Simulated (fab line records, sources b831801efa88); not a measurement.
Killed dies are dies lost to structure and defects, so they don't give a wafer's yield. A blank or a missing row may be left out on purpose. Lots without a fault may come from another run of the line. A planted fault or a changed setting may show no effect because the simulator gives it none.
fab line records | flow sfq_line
record lots=5 wafers=27
route steps=325 shown L0@12 M0@40 M1@70 I1@84 I2@103 I3@133 M4@149 JJ@180
start_h: hours from the record's first day to the start of the lot's first wafer shown | wait_h: hours since the lot's step before | " the same as in the row above | L1.1+2: a row that stands for several wafers | - no value, or no start given | * or withheld: withheld | < > ~ a bound
route shown NAME@n: a module of which the file shows steps, and the number in the route of the first | usual: mean/standard deviation of fault-free wafers | same: alike in all rows | chamber/n: place in a boat | sites: the reading at each site | _std_site: their standard deviation | _edge_site: outer sites' mean less inner sites' | radius_mm: how far each site lies from the wafer's centre | mask NAME#n: copy n | behind: the tool/chamber that last shaped the wafer | hold: why the lot was held/for how many hours/how that ended | device: the transistor (n, p or np) that didn't switch | end of line: the same wafers' tests at the end of the route | a step without rows: its recipe alone | killed: dies lost to structure and defects at the first sort, not the wafer's yield | map: a wafer's dies, x killed, . not, _ none there
set.NAME: the setting as run; set.NAME@STEP: as run at that earlier step | model.NAME: the simulator's own value behind a step, which no gauge read
lots whose settings were changed on purpose; a table a step, a row a wafer
## steps
# step SFQ_TRILAYER_L0_BARC_OPEN_METAL_ETCH_010
# recipe mask_material=PR chemistry=O2 target_depth_nm=125 target=BARC icp_w=600 bias_w=80 pressure_mtorr=10 time_s=41.7
# usual oes_product_au=0.687/0.0051
# columns lot.wafer tool chamber start_h wait_h set.time_s oes_product_au model.KrF_of_TRILAYER_L0_LITHO_COAT_005.thk_nm
L077.1 rie_metal-01 0 89.32 0.1 56 0.657 501
L077.2 " 1 " " 41.7 0.674 522.1
L077.3 " 1 " " 41.7 0.684 519.1
L077.4 " 0 " " 56 0.658 502.2
L077.5 " 1 " " 56 0.657 504.4
L077.6 " 0 " " 41.7 0.680 520.7
L078.1 rie_metal-03 1 92.92 0.1 41.7 0.691 524.2
L078.2 " 0 " " 41.7 0.690 524.1
L078.6 " 0 " " 41.7 0.681 522.5
L079.1 rie_metal-01 0 103.72 0.1 52.11 0.662 509.9
L079.2 " 0 " " 52.11 0.654 510
L079.3 " 0 " " 41.7 0.696 523
L079.4 " 0 " " 52.11 0.664 510
L079.5 " 0 " " 41.7 0.682 522.8
L079.6 " 0 " " 41.7 0.686 522
L083.1 rie_metal-01 0 125.32 0.1 41.7 0.683 525.5
L083.2 " 1 " " 27.45 0.850 541.7
L083.3 " 1 " " 41.7 0.689 523.4
L083.4 " 0 " " 41.7 0.685 524.3
L083.5 " 0 " " 27.45 0.854 541.4
L083.6 " 1 " " 27.45 0.849 540
L085.1 rie_metal-04 1 140.92 0.1 41.7 0.688 524.5
L085.2 " 0 " " 41.7 0.695 524
L085.3 " 1 " " 41.7 0.690 526.2
L085.4 " 0 " " 41.7 0.689 524.1
L085.5 " 1 " " 41.7 0.682 526.1
L085.6 " 0 " " 41.7 0.678 523
# step SFQ_TRILAYER_M0_ETCH_METAL_ETCH_024
# recipe target=Nb stop_on=SiO2 mask_material=PR chemistry=Cl2/Ar target_depth_nm=240 icp_w=600 bias_w=80 pressure_mtorr=10 time_s=120
# usual oes_product_au=0.895/0.0083
# columns lot.wafer tool chamber start_h wait_h set.time_s oes_product_au model.etch.depth_nm model.M0.feature_depth_nm model.KrF_of_TRILAYER_M0_LITHO_COAT_021.thk_nm
L077.1 rie_metal-02 0 284.21 0.0 120 0.902 201.4 201.4 377.4
L077.2 " 1 " " 51.08 0.997 101.6 101.6 463.6
L077.3 " 1 " " 51.08 1.008 102.9 102.9 461.9
L077.4 " 0 " " 120 0.910 204 204 380.7
L077.5 " 0 " " 51.08 1.003 103.8 103.8 460.8
L077.6 " 1 " " 120 0.891 200.9 200.9 382.9
L078.1 rie_metal-04 1 292.61 0.0 120 0.897 197.8 197.8 385.3
L078.2 " 0 " " 120 0.891 198.1 198.1 384.8
L078.6 " 0 " " 120 0.901 201.1 201.1 385.8
L079.1 rie_metal-01 1 307.01 0.0 120 0.896 201.3 201.3 384.9
L079.2 " 0 " " 120 0.885 198 198 381.9
L079.3 " 1 " " 120 0.890 199.2 199.2 382.2
L079.4 " 0 " " 120 0.892 198.2 198.2 384.7
L079.5 " 0 " " 120 0.886 197.9 197.9 380.9
L079.6 " 1 " " 120 0.885 198.1 198.1 381.9
L083.1 rie_metal-02 0 340.54 0.0 83.57 1.020 - 170.1 422.2
L083.2 " 1 " " 83.57 1.002 170.6 170.6 420.4
L083.3 " 1 " " 120 0.891 198.9 198.9 375.3
L083.4 " 0 " " 120 0.879 - 194.8 376.8
L083.5 " 0 " " 120 0.898 - 202.6 375.7
L083.6 " 1 " " 83.57 1.014 171.5 171.5 418.3
L085.1 rie_metal-02 0 357.34 0.0 120 0.889 - 199.8 374.8
L085.2 " 1 " " 120 0.882 - 194.4 373
L085.3 " 0 " " 120 0.891 199.6 199.6 375.2
L085.4 " 1 " " 120 0.904 203.7 203.7 374.5
L085.5 " 0 " " 120 0.903 202.6 202.6 374
L085.6 " 1 " " 120 0.890 - 198.9 375.7
# step SFQ_TRILAYER_M1_ETCH_METAL_ETCH_042
# recipe target=Nb stop_on=SiO2 mask_material=PR chemistry=Cl2/Ar target_depth_nm=240 icp_w=600 bias_w=80 pressure_mtorr=10 time_s=120
# usual oes_product_au=0.905/0.0067
# columns lot.wafer tool chamber start_h wait_h set.time_s oes_product_au model.M1.feature_depth_nm model.etch.depth_nm model.KrF_of_TRILAYER_M1_LITHO_COAT_039.thk_nm
L077.1 rie_metal-03 1 564.24 0.0 120 0.911 206 206 379.9
L077.2 " 0 " " 120 0.913 206.5 206.5 375.3
L077.3 " 0 " " 120 0.911 206.5 206.5 373.5
L077.4 " 1 " " 55.65 0.987 110 110 455.1
L077.5 " 0 " " 55.65 1.009 113.8 113.8 450.6
L077.6 " 1 " " 55.65 0.998 110.7 110.7 452.9
L078.1 rie_metal-01 0 571.50 0.1 120 0.907 205.4 205.4 380.9
L078.2 " 0 " " 120 0.902 203.7 203.7 380.7
L078.6 " 0 " " 120 0.904 203.3 203.3 381.4
L079.1 rie_metal-04 1 594.24 0.0 120 0.896 202 202 384
L079.2 " 0 " " 120 0.901 200.8 200.8 382
L079.3 " 1 " " 120 0.900 203.4 203.4 383
L079.4 " 0 " " 120 0.903 204.2 204.2 382.9
L079.5 " 0 " " 120 0.905 204.1 204.1 382.2
L079.6 " 1 " " 120 0.898 203.3 203.3 387.1
L083.1 rie_metal-03 1 638.64 0.0 120 0.896 204.1 - 383.8
L083.2 " 0 " " 120 0.904 204.7 204.7 381.7
L083.3 " 1 " " 120 0.916 207.8 207.8 384.9
L083.4 " 0 " " 120 0.915 206.7 - 382.4
L083.5 " 0 " " 120 0.915 205.2 - 381.3
L083.6 " 1 " " 120 0.909 207.4 207.4 382.3
L085.1 rie_metal-04 0 659.04 0.0 62.27 0.995 124.1 - 449.5
L085.2 " 1 " " 120 0.900 201.7 - 382.4
L085.3 " 1 " " 62.27 0.991 123.3 123.3 448.9
L085.4 " 0 " " 120 0.906 206 206 382.3
L085.5 " 0 " " 120 0.890 200.7 200.7 382.3
L085.6 " 1 " " 62.27 0.992 124.6 - 447.8
# step SFQ_TRILAYER_I1_VIA_BARC_OPEN_VIA_ETCH_071
# recipe mask_material=PR chemistry=O2 target_depth_nm=125 target=BARC source_w=500 bias_w=80 pressure_mtorr=30 time_s=41.7
# usual oes_product_au=0.688/0.0045
# columns lot.wafer tool chamber start_h wait_h set.time_s oes_product_au model.KrF_of_TRILAYER_I1_VIA_LITHO_COAT_049.thk_nm
L077.1 rie_diel-04 2 722.89 0.0 64.64 0.643 544.7
L077.2 " 1 " " 64.64 0.637 545.3
L077.3 " 0 " " 41.7 0.683 577.6
L077.4 " 3 " " 41.7 0.695 577.2
L077.5 " 0 " " 64.64 0.644 547.3
L077.6 " 3 " " 41.7 0.687 575.9
L078.1 rie_diel-03 0 732.61 0.0 41.7 0.688 570.6
L078.2 " 2 " " 41.7 0.682 573.6
L078.6 " 3 " " 41.7 0.686 570.9
L079.1 rie_diel-02 1 754.21 0.0 41.7 0.697 573.1
L079.2 " 3 " " 55.83 0.651 555.8
L079.3 " 0 " " 41.7 0.698 575.1
L079.4 " 2 " " 41.7 0.692 576.7
L079.5 " 1 " " 55.83 0.662 554.8
L079.6 " 0 " " 55.83 0.657 560
L083.1 rie_diel-02 1 802.21 0.0 56.59 0.650 558.1
L083.2 " 2 " " 41.7 0.686 572
L083.3 " 0 " " 56.59 0.666 554.7
L083.4 " 1 " " 41.7 0.689 572.6
L083.5 " 2 " " 56.59 0.656 558.5
L083.6 " 0 " " 41.7 0.686 574.2
L085.1 rie_diel-04 3 823.81 0.0 41.7 0.684 575.8
L085.2 " 2 " " 60.27 0.647 551.6
L085.3 " 0 " " 60.27 0.643 553.8
L085.4 " 1 " " 41.7 0.681 575
L085.5 " 2 " " 41.7 0.681 574.5
L085.6 " 1 " " 60.27 0.647 552.7
# step SFQ_TRILAYER_I1_VIA_ETCH_VIA_ETCH_052
# recipe target=SiO2 stop_on=Nb mask_material=PR taper_deg=20 chemistry=CHF3 target_depth_nm=260 source_w=500 bias_w=80 pressure_mtorr=30 time_s=withheld
# columns lot.wafer tool chamber start_h wait_h set.time_s@TRILAYER_I1_VIA_BARC_OPEN_VIA_ETCH_071 model.KrF_of_TRILAYER_I1_VIA_LITHO_COAT_049.thk_nm
L077.1 rie_diel-04 2 722.92 0.0 * 498.7
L077.2 " 1 " " * 500.3
L077.3 " 0 " " * 533.1
L077.4 " 3 " " * 533.8
L077.5 " 0 " " * 502.8
L077.6 " 3 " " * 532.5
L078.1 rie_diel-03 0 732.65 0.0 * 524.8
L078.2 " 2 " " * 529.1
L078.6 " 3 " " * 525.5
L079.1 rie_diel-02 1 754.25 0.0 * 527.6
L079.2 " 3 " " * 510.5
L079.3 " 0 " " * 530.6
L079.4 " 2 " " * 532.7
L079.5 " 1 " " * 509.6
L079.6 " 0 " " * 515.8
L083.1 rie_diel-02 1 802.25 0.0 * 513.1
L083.2 " 2 " " * 528.2
L083.3 " 0 " " * 510
L083.4 " 1 " " * 527.8
L083.5 " 2 " " * 514.9
L083.6 " 0 " " * 529.7
L085.1 rie_diel-04 3 823.85 0.0 * 531.9
L085.2 " 2 " " * 507.2
L085.3 " 0 " " * 509.7
L085.4+5 " 1,2 " " * 530.2
L085.6 " 1 " " * 508.1
# step SFQ_TRILAYER_I2_DEP_PECVD_063
# recipe material=SiO2 temp_c=150 time_s=111.11 pressure_torr=2.4 rf_w=183.3 precursor=SiH4/N2O target_thk_nm=500
# columns lot.wafer tool chamber start_h wait_h set.time_s model.SiO2_of_TRILAYER_I2_DEP_PECVD_063.thk_nm
L077.1 pecvd-02 1 880.09 0.0 111.11 486.4
L077.2 " 2 " " 111.11 501.4
L077.3 " 0 " " 142.4 625
L077.4 " 1 " " 111.11 502
L077.5 " 2 " " 142.4 642.5
L077.6 " 0 " " 142.4 642.3
L078.1 pecvd-02 0 889.69 0.0 111.11 492.9
L078.2 " 2 " " 111.11 494.6
L078.6 " 1 " " 111.11 499.9
L079.1 pecvd-04 0 911.54 0.0 65.27 285.5
L079.2 " 1 " " 65.27 292.9
L079.3 " 2 " " 111.11 504.3
L079.4 " 0 " " 111.11 497.8
L079.5 " 1 " " 111.11 500.9
L079.6 " 2 " " 65.27 301.4
L083.1 pecvd-02 0 949.96 0.0 111.11 492.7
L083.2 " 2 " " 111.11 500.6
L083.3 " 1 " " 160.3 716
L083.4 " 0 " " 160.3 725.7
L083.5 " 1 " " 111.11 502.6
L083.6 " 2 " " 160.3 732.3
L085.1 pecvd-04 1 970.36 0.0 166.4 754.2
L085.2 " 0 " " 111.11 500.1
L085.3 " 2 " " 166.4 764.4
L085.4 " 0 " " 166.4 756.5
L085.5 " 2 " " 111.11 523.5
L085.6 " 1 " " 111.11 517.6
# step SFQ_TRILAYER_I2_CMP_CMP_064
# recipe material=SiO2 down_force_psi=3 platen_rpm=60 pad_velocity_m_s=0.94248
# usual time_to_endpoint_s=216/11
# columns lot.wafer tool chamber start_h wait_h set.time_s@TRILAYER_I2_DEP_PECVD_063 time_to_endpoint_s
L077.4 cmp-01 1 880.17 0.0 111.11 232
L077.3 " 2 " " 142.4 304
L077.2 " 3 " " 111.11 205
L077.1 " 0 " " 111.11 205
L077.6 " 1 " " 142.4 326
L077.5 " 2 " " 142.4 322
L078.1 cmp-02 0 890.27 0.5 111.11 205
L078.2 " 2 891.27 1.5 111.11 219
L078.6 " 3 " " 111.11 217
L079.4 cmp-01 0 914.51 2.9 111.11 215
L079.1 " 1 " " 65.27 65
L079.3 " 2 " " 111.11 230
L079.2 " 3 " " 65.27 60
L079.6 " 0 " " 65.27 76
L079.5 " 1 " " 111.11 224
L083.3 cmp-02 0 950.04 0.0 160.3 355
L083.4 " 1 " " 160.3 355
L083.2 " 2 " " 111.11 225
L083.1 " 3 " " 111.11 212
L083.6 " 0 " " 160.3 366
L083.5 " 1 " " 111.11 205
L085.3 cmp-02 3 974.68 4.3 166.4 408
L085.2 " 0 " " 111.11 198
L085.1 " 1 " " 166.4 371
L085.4 " 2 " " 166.4 403
L085.5 " 3 " " 111.11 224
L085.6 " 0 " " 111.11 218
# step SFQ_TRILAYER_I3_DEP_PECVD_081
# recipe material=SiO2 temp_c=150 time_s=111.11 pressure_torr=2.4 rf_w=183.3 precursor=SiH4/N2O target_thk_nm=500
# columns lot.wafer tool chamber start_h wait_h set.time_s model.SiO2_of_TRILAYER_I3_DEP_PECVD_081.thk_nm
L077.1 pecvd-04 1 1043.06 0.0 111.11 488.6
L077.2 " 2 " " 66 286.5
L077.3 " 0 " " 111.11 496.5
L077.4 " 0 " " 111.11 506
L077.5 " 1 " " 66 298.3
L077.6 " 2 " " 66 289.9
L078.1 pecvd-03 1 1051.11 0.0 111.11 506.5
L078.2 " 2 " " 111.11 498.2
L078.6 " 0 " " 111.11 505.8
L079.1 pecvd-02 0 1070.51 0.0 111.11 502.3
L079.2 " 1 " " 111.11 491.6
L079.3 " 2 " " 75.54 332.9
L079.4 " 0 " " 75.54 346.7
L079.5 " 1 " " 111.11 496.6
L079.6 " 2 " " 75.54 336.1
L083.1+4 pecvd-03 1,0 1247.00 0.0 111.11 -
L083.2 " 2 " " 111.11 496.8
L083.3 " 0 " " 78.78 343.8
L083.5 " 1 " " 78.78 -
L083.6 " 2 " " 78.78 355.9
L085.1 pecvd-03 1 1268.73 0.0 111.11 -
L085.2+6 " 0,2 " " 153.7 -
L085.3 " 2 " " 111.11 499.4
L085.4 " 1 " " 153.7 700
L085.5 " 0 " " 111.11 506.2
# step SFQ_TRILAYER_I3_CMP_CMP_082
# recipe material=SiO2 down_force_psi=3 platen_rpm=60 pad_velocity_m_s=0.94248
# usual time_to_endpoint_s=213/11
# columns lot.wafer tool chamber start_h wait_h set.time_s@TRILAYER_I3_DEP_PECVD_081 time_to_endpoint_s
L077.2 cmp-02 1 1043.82 0.7 66 57
L077.4 " 2 " " 111.11 238
L077.1 " 3 " " 111.11 211
L077.3 " 0 " " 111.11 215
L077.6 " 1 " " 66 60
L077.5 " 2 " " 66 78
L078.1 cmp-01 1 1051.69 0.5 111.11 220
L078.2 " 3 1052.69 1.5 111.11 196
L078.6 " 0 " " 111.11 215
L079.1 cmp-01 3 1076.46 5.9 111.11 207
L079.3 " 0 " " 75.54 93
L079.2 " 1 " " 111.11 220
L079.4 " 2 " " 75.54 105
L079.6 " 3 " " 75.54 88
L079.5 " 0 " " 111.11 216
L083.1 cmp-02 2 1247.08 0.0 111.11 207
L083.2 " 3 " " 111.11 211
L083.3 " 0 " " 78.78 99
L083.4 " 1 " " 111.11 188
L083.6 " 2 " " 78.78 111
L083.5 " 3 " " 78.78 111
L085.3 cmp-02 1 1268.80 0.0 111.11 205
L085.1 " 2 " " 111.11 223
L085.4 " 3 " " 153.7 368
L085.2 " 0 " " 153.7 333
L085.6 " 1 " " 153.7 339
L085.5 " 2 " " 111.11 229
# step SFQ_TRILAYER_M4_DEP_SPUTTER_091
# recipe material=Nb base_pressure_pa=1.33e-06 chamber_pressure_pa=0.1333 substrate_temp_c=20 resputter_cathode_voltage_v=400 target_thk_nm=200 power_w=2000 time_s=133.3
# columns lot.wafer tool chamber start_h wait_h set.time_s model.Nb_of_TRILAYER_M4_DEP_SPUTTER_091.thk_nm
L077.1 pvd_sputter-04 - 1189.56 0.0 133.3 192.7
L077.2 " - " " 133.3 199
L077.3 " - " " 133.3 201.7
L077.4 " - " " 133.3 192.3
L077.5 " - " " 133.3 200.5
L077.6 " - " " 133.3 199.8
L078.1 pvd_sputter-04 - 1197.96 0.0 133.3 199.2
L078.2 " - " " 133.3 191.3
L078.6 " - " " 133.3 192.4
L079.1 pvd_sputter-04 - 1219.56 0.0 133.3 192.3
L079.2 " - " " 133.3 201
L079.3 " - " " 133.3 200.6
L079.4 " - " " 133.3 200.5
L079.5 " - " " 133.3 200.3
L079.6 " - " " 133.3 192.8
L083.1 pvd_sputter-04 - 1383.24 0.0 180.4 269.5
L083.2 " - " " 133.3 195.5
L083.3 " - " " 133.3 197.9
L083.4 " - " " 180.4 272
L083.5 " - " " 180.4 268
L083.6 " - " " 133.3 198
L085.1 pvd_sputter-04 - 1402.96 0.0 87.72 127.9
L085.2 " - " " 87.72 128.2
L085.3 " - " " 133.3 199.4
L085.4 " - " " 133.3 200.6
L085.5 " - " " 133.3 200.2
L085.6 " - " " 87.72 129
# step SFQ_M4_RS_MEAS_924
# recipe thk_meas_gauge=four-point-probe reads=Nb_of_TRILAYER_M4_DEP_SPUTTER_091
# usual M4_NB_RS=0.897/0.015
# columns lot.wafer tool chamber start_h wait_h set.time_s@TRILAYER_M4_DEP_SPUTTER_091 M4_NB_RS[ohm/sq]
L077.1 film_metro-04 - 1189.66 0.1 133.3 0.922
L077.2 " - " " 133.3 0.894
L077.3 " - " " 133.3 0.882
L077.4 " - " " 133.3 0.924
L077.5 " - " " 133.3 0.885
L077.6 " - " " 133.3 0.889
L078.1 film_metro-03 - 1198.05 0.0 133.3 0.896
L078.2 " - " " 133.3 0.933
L078.6 " - " " 133.3 0.925
L079.1 film_metro-01 - 1219.65 0.0 133.3 0.925
L079.2 " - " " 133.3 0.884
L079.3 " - " " 133.3 0.887
L079.4 " - " " 133.3 0.886
L079.5 " - " " 133.3 0.889
L079.6 " - " " 133.3 0.923
L083.1 film_metro-03 - 1383.33 0.0 180.4 0.660
L083.2 " - " " 133.3 0.911
L083.3 " - " " 133.3 0.902
L083.4 " - " " 180.4 0.651
L083.5 " - " " 180.4 0.664
L083.6 " - " " 133.3 0.899
L085.1 film_metro-01 - 1403.05 0.0 87.72 1.400
L085.2 " - " " 87.72 1.395
L085.3 " - " " 133.3 0.892
L085.4 " - " " 133.3 0.885
L085.5 " - " " 133.3 0.888
L085.6 " - " " 87.72 1.386
# step SFQ_TRILAYER_M4_LITHO_COAT_098
# recipe resist=BARC spin_rpm=3000 resist_thk_nm=62
# step SFQ_TRILAYER_M4_BARC_OPEN_METAL_ETCH_123
# recipe mask_material=PR chemistry=O2 target_depth_nm=125 target=BARC icp_w=600 bias_w=80 pressure_mtorr=10 time_s=41.7
# step SFQ_TRILAYER_M4_ETCH_METAL_ETCH_096
# recipe target=Nb stop_on=SiO2 mask_material=PR chemistry=Cl2/Ar target_depth_nm=240 icp_w=600 bias_w=80 pressure_mtorr=10 time_s=125
# usual oes_product_au=0.886/0.01
# columns lot.wafer tool chamber start_h wait_h set.time_s@TRILAYER_M4_DEP_SPUTTER_091 oes_product_au
L077.1 rie_metal-01 0 1330.88 0.0 133.3 0.870
L077.2 " 1 " " 133.3 0.891
L077.3 " 0 " " 133.3 0.895
L077.4 " 1 " " 133.3 0.865
L077.5 " 1 " " 133.3 0.889
L077.6 " 0 " " 133.3 0.899
L078.1 rie_metal-02 1 1338.08 0.0 133.3 0.886
L078.2 " 0 " " 133.3 0.864
L078.6 " 0 " " 133.3 0.861
L079.1 rie_metal-01 1 1358.29 0.0 133.3 0.868
L079.2 " 0 " " 133.3 0.891
L079.3 " 1 " " 133.3 0.890
L079.4 " 0 " " 133.3 0.898
L079.5 " 0 " " 133.3 0.890
L079.6 " 1 " " 133.3 0.871
L083.1 rie_metal-02 0 1385.85 0.0 180.4 1.005
L083.2 " 1 " " 133.3 0.872
L083.3 " 0 " " 133.3 0.891
L083.4 " 1 " " 180.4 0.989
L083.5 " 0 " " 180.4 0.999
L083.6 " 1 " " 133.3 0.892
L085.1 rie_metal-04 0 1413.21 0.0 87.72 0.705
L085.2 " 1 " " 87.72 0.715
L085.3 " 1 " " 133.3 0.898
L085.4 " 0 " " 133.3 0.895
L085.5 " 1 " " 133.3 0.888
L085.6 " 0 " " 87.72 0.704
# step SFQ_TRILAYER_JJ_TRILAYER_DEP_SPUTTER_110
# recipe material=Al base_pressure_pa=1.33e-06 target_thk_nm=8 power_w=500 time_s=10 chamber_pressure_pa=0.4
# columns lot.wafer tool chamber start_h wait_h set.time_s model.Al_of_TRILAYER_JJ_TRILAYER_DEP_SPUTTER_110.thk_nm
L077.1 pvd_sputter-03 - 1340.13 0.0 14.98 12.27
L077.2 " - " " 10 8.173
L077.3 " - " " 10 8.077
L077.4 " - " " 14.98 12.04
L077.5 " - " " 10 8.25
L077.6 " - " " 14.98 12.08
L078.1 pvd_sputter-03 - 1347.33 0.0 10 7.819
L078.2 " - " " 10 7.84
L078.6 " - " " 10 7.717
L079.1 pvd_sputter-03 - 1378.53 0.0 10 7.943
L079.2 " - " " 15.13 12.04
L079.3 " - " " 15.13 12
L079.4 " - " " 10 8.039
L079.5 " - " " 15.13 12.13
L079.6 " - " " 10 7.973
L083.1 pvd_sputter-05 - 1415.40 0.0 4.875 4.172
L083.2 " - " " 4.875 4.297
L083.3 " - " " 10 8.13
L083.4 " - " " 10 8.262
L083.5 " - " " 10 8.397
L083.6 " - " " 4.875 4.102
L085.1 pvd_sputter-05 - 1424.98 0.0 11.61 9.325
L085.2 " - " " 10 8.031
L085.3 " - " " 11.61 9.358
L085.4 " - " " 10 8.264
L085.5 " - " " 10 8.186
L085.6 " - " " 11.61 9.378
## key
split step=SFQ_TRILAYER_L0_BARC_OPEN_METAL_ETCH_010 setting=time_s stated=41.7 by=wafer
response step=SFQ_TRILAYER_L0_BARC_OPEN_METAL_ETCH_010 reading=oes_product_au shape=bent at_lowest=0.851 at_stated=0.686 at_highest=0.657
response step=SFQ_TRILAYER_L0_BARC_OPEN_METAL_ETCH_010 reading=model.KrF_of_TRILAYER_L0_LITHO_COAT_005.thk_nm change=-0.508 per=1% r=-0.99
split step=SFQ_TRILAYER_M0_ETCH_METAL_ETCH_024 setting=time_s stated=120 by=wafer
response step=SFQ_TRILAYER_M0_ETCH_METAL_ETCH_024 reading=oes_product_au change=-0.00227 per=1% r=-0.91
response step=SFQ_TRILAYER_M0_ETCH_METAL_ETCH_024 reading=model.etch.depth_nm change=+1.64 per=1% r=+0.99
response step=SFQ_TRILAYER_M0_ETCH_METAL_ETCH_024 reading=model.M0.feature_depth_nm change=+1.55 per=1% r=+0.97
response step=SFQ_TRILAYER_M0_ETCH_METAL_ETCH_024 reading=model.KrF_of_TRILAYER_M0_LITHO_COAT_021.thk_nm change=-1.43 per=1% r=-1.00
split step=SFQ_TRILAYER_M1_ETCH_METAL_ETCH_042 setting=time_s stated=120 by=wafer
response step=SFQ_TRILAYER_M1_ETCH_METAL_ETCH_042 reading=oes_product_au change=-0.00177 per=1% r=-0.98
response step=SFQ_TRILAYER_M1_ETCH_METAL_ETCH_042 reading=model.M1.feature_depth_nm change=+1.71 per=1% r=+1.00
response step=SFQ_TRILAYER_M1_ETCH_METAL_ETCH_042 reading=model.etch.depth_nm change=+1.74 per=1% r=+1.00
response step=SFQ_TRILAYER_M1_ETCH_METAL_ETCH_042 reading=model.KrF_of_TRILAYER_M1_LITHO_COAT_039.thk_nm change=-1.41 per=1% r=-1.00
split step=SFQ_TRILAYER_I1_VIA_BARC_OPEN_VIA_ETCH_071 setting=time_s stated=41.7 by=wafer
response step=SFQ_TRILAYER_I1_VIA_BARC_OPEN_VIA_ETCH_071 reading=oes_product_au change=-0.000885 per=1% r=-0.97
response step=SFQ_TRILAYER_I1_VIA_BARC_OPEN_VIA_ETCH_071 reading=model.KrF_of_TRILAYER_I1_VIA_LITHO_COAT_049.thk_nm change=-0.523 per=1% r=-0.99
response step=SFQ_TRILAYER_I1_VIA_ETCH_VIA_ETCH_052 reading=model.KrF_of_TRILAYER_I1_VIA_LITHO_COAT_049.thk_nm change=-0.535 per=1% r=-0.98
split step=SFQ_TRILAYER_I2_DEP_PECVD_063 setting=time_s stated=111.11 by=wafer
response step=SFQ_TRILAYER_I2_DEP_PECVD_063 reading=model.SiO2_of_TRILAYER_I2_DEP_PECVD_063.thk_nm change=+5.01 per=1% r=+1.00
response step=SFQ_TRILAYER_I2_CMP_CMP_064 reading=time_to_endpoint_s change=* per=1% r=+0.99
split step=SFQ_TRILAYER_I3_DEP_PECVD_081 setting=time_s stated=111.11 by=wafer
response step=SFQ_TRILAYER_I3_DEP_PECVD_081 reading=model.SiO2_of_TRILAYER_I3_DEP_PECVD_081.thk_nm change=+5.04 per=1% r=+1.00
response step=SFQ_TRILAYER_I3_CMP_CMP_082 reading=time_to_endpoint_s change=* per=1% r=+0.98
split step=SFQ_TRILAYER_M4_DEP_SPUTTER_091 setting=time_s stated=133.3 by=wafer
response step=SFQ_TRILAYER_M4_DEP_SPUTTER_091 reading=model.Nb_of_TRILAYER_M4_DEP_SPUTTER_091.thk_nm change=+2.08 per=1% r=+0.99
response step=SFQ_M4_RS_MEAS_924 reading=M4_NB_RS change=-0.0107 per=1% r=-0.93
response step=SFQ_TRILAYER_M4_ETCH_METAL_ETCH_096 reading=oes_product_au change=+0.00428 per=1% r=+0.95
split step=SFQ_TRILAYER_JJ_TRILAYER_DEP_SPUTTER_110 setting=time_s stated=10 by=wafer
response step=SFQ_TRILAYER_JJ_TRILAYER_DEP_SPUTTER_110 reading=model.Al_of_TRILAYER_JJ_TRILAYER_DEP_SPUTTER_110.thk_nm change=+0.0793 per=1% r=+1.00
